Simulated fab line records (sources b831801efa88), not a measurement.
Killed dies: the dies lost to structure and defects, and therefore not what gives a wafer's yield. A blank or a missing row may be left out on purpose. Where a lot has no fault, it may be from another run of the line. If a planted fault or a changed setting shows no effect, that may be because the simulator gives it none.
The tool behind it: which one? | flow sky130 | 12 lots, 36 wafers sampled, at 4 steps of a route of 708

WHAT EACH GAUGE READ, for each wafer
SKY_SONOS_ONO_THK_MEAS_01. Usual: SONOS_ONO_OXIDATION_THK gives 2.39 nm (standard deviation 0.054).
lot  | measured     | on            | SONOS_ONO_OXIDATION_THK (nm) | flag
L423 | day 11 20:47 | film-metro-01 | 2.35 2.42 2.38               |
L424 | day 11 20:47 | film-metro-03 | 2.35 2.43 2.44               |
L425 | day 12 06:31 | film-metro-01 | 2.42 2.43 2.45               |
L426 | day 12 06:31 | film-metro-03 | 2.46 2.50 2.46               |
L429 | day 13 12:16 | film-metro-03 | 2.43 2.44 2.41               |
L433 | day 14 20:35 | film-metro-01 | 2.44 2.47 2.48               |
L434 | day 15 03:57 | film-metro-01 | 2.29 2.33 2.36               |
L439 | day 16 21:29 | film-metro-01 | 2.31 2.37 2.34               |
L441 | day 17 12:19 | film-metro-04 | 2.48 2.48 2.44               |
L443 | day 17 23:52 | film-metro-04 | 2.42 2.38 2.37               |
L444 | day 18 07:40 | film-metro-04 | 2.39 2.38 2.33               |
L445 | day 19 17:25 | film-metro-04 | 2.38 2.37 2.33               |

SKY_GATE_OXIDE_THK_MEAS_02. Usual: GATE_OXIDE_OXIDATION_00_THK gives 10.34 nm (standard deviation 0.18).
lot  | measured     | on            | GATE_OXIDE_OXIDATION_00_THK (nm)    | flag
L423 | day 13 04:55 | film-metro-01 | 10.32 10.48 10.56                   |
L424 | day 13 04:58 | film-metro-02 | 10.65 10.52 10.72                   |
L425 | day 13 14:06 | film-metro-01 | 10.42 10.40 10.39                   |
L426 | day 13 14:04 | film-metro-02 | 10.26 10.37 10.54                   |
L429 | day 14 19:27 | film-metro-02 | 10.56 10.40 10.47                   |
L433 | day 16 04:07 | film-metro-01 | 11.94 11.91 11.80 11.98 11.86 11.80 | OFF
L434 | day 16 13:21 | film-metro-02 | 11.92 11.76 11.75 11.92 11.81 11.79 | OFF
L439 | day 18 11:59 | film-metro-01 | 10.33 10.61 10.46                   |
L441 | day 19 06:08 | film-metro-04 | 10.28 10.25 10.29                   |
L443 | day 19 14:04 | film-metro-01 | 10.22 10.21 10.10                   |
L444 | day 20 06:47 | film-metro-04 | 10.31 10.16 10.48                   |
L445 | day 21 04:21 | film-metro-04 | 10.25 10.24 10.13                   |

WHICH TOOL RAN EACH LOT (tool, then ch and the chambers of the sampled wafers, then the start)
lot  | SKY_DNWELL_STRIP_08                 | SKY_GATE_OXIDE_OXIDATION_01
L423 | plasma-asher-03 ch 0,1, day 3 12:05 | furnace-01 ch 0, day 13 03:30
L424 | plasma-asher-04 ch 0,1, day 3 13:55 | furnace-01 ch 0, day 13 03:30
L425 | plasma-asher-04 ch 0,1, day 3 18:37 | furnace-02 ch 0, day 13 12:40
L426 | plasma-asher-03 ch 0,1, day 4 00:25 | furnace-02 ch 0, day 13 12:40
L429 | plasma-asher-02 ch 0,1, day 4 18:23 | furnace-02 ch 0, day 14 18:02
L433 | plasma-asher-04 ch 0,1, day 5 18:07 | furnace-02 ch 0, day 16 02:43
L434 | plasma-asher-03 ch 0,1, day 5 23:26 | furnace-02 ch 0, day 16 11:56
L439 | plasma-asher-02 ch 0, day 7 01:29   | furnace-01 ch 0, day 18 10:34
L441 | plasma-asher-02 ch 0,1, day 7 12:43 | furnace-01 ch 0, day 19 04:43
L443 | plasma-asher-02 ch 0,1, day 7 20:26 | furnace-02 ch 0, day 19 12:39
L444 | plasma-asher-02 ch 0,1, day 8 02:50 | furnace-02 ch 0, day 20 05:22
L445 | plasma-asher-02 ch 0,1, day 9 01:48 | furnace-01 ch 0, day 21 02:55
- SKY_DNWELL_STRIP_08: strips in O2/N2.
- SKY_GATE_OXIDE_OXIDATION_01: stabilise 600 s, purge 300 s, target thk 10.268 nm.

WHAT THE TOOLS THEMSELVES READ (means of the sampled wafers that have a number; where no wafer has one, the mark that the record gives instead)
SKY_DNWELL_STRIP_08. Usual: drypump-motor-current-A 5.5 A, standard deviation 0.42; oes-product-au 0.722 a.u., standard deviation 0.0049; strip-time-to-endpoint-s 36.89 s, standard deviation 0.1.
lot  | tool            | drypump-motor-current-A (A) | oes-product-au (a.u.) | strip-time-to-endpoint-s (s) | flag
L423 | plasma-asher-03 | 4.9                         | 0.721                 | 37.09                        |
L424 | plasma-asher-04 | 5.6                         | 0.725                 | 36.83                        |
L425 | plasma-asher-04 | 5.7                         | 0.722                 | 36.79                        |
L426 | plasma-asher-03 | 4.9                         | 0.717                 | 36.96                        |
L429 | plasma-asher-02 | 5.7                         | 0.724                 | 36.87                        |
L433 | plasma-asher-04 | 5.7                         | 0.720                 | 36.87                        |
L434 | plasma-asher-03 | 4.9                         | 0.727                 | 37.01                        |
L439 | plasma-asher-02 | 6.1                         | 0.722                 | 36.75                        |
L441 | plasma-asher-02 | 5.7                         | 0.718                 | 36.86                        |
L443 | plasma-asher-02 | 5.7                         | 0.721                 | 36.90                        |
L444 | plasma-asher-02 | 5.9                         | 0.724                 | 36.71                        |
L445 | plasma-asher-02 | 5.9                         | 0.727                 | 36.87                        |

THE ANSWER, worked out from the rows above alone
Rule: lot off if the mean of its wafers having a number is beyond 3 standard deviations from the usual mean. A lot without any number at a reading at which 4 lots or more have one is off too. The other lots that the step has rows for count as sound. The gauges are gone through in route order, then the tools' own readings, and for those a lot's mean is taken as printed above. The first step at which some lot is off is used, and at that step the reading that is off furthest; a lot without a number counts as furthest.
Off: at SKY_GATE_OXIDE_THK_MEAS_02 (GATE_OXIDE_OXIDATION_00_THK), L433, L434.
A tool fits if, at a process step before that reading, it ran every lot that is off, and no sound lot after the first of them. Gauges at SKY_GATE_OXIDE_THK_MEAS_02: tried the same way as those tools. No candidate that was tried fits.

WHAT THE SIMULATOR HAD PUT IN
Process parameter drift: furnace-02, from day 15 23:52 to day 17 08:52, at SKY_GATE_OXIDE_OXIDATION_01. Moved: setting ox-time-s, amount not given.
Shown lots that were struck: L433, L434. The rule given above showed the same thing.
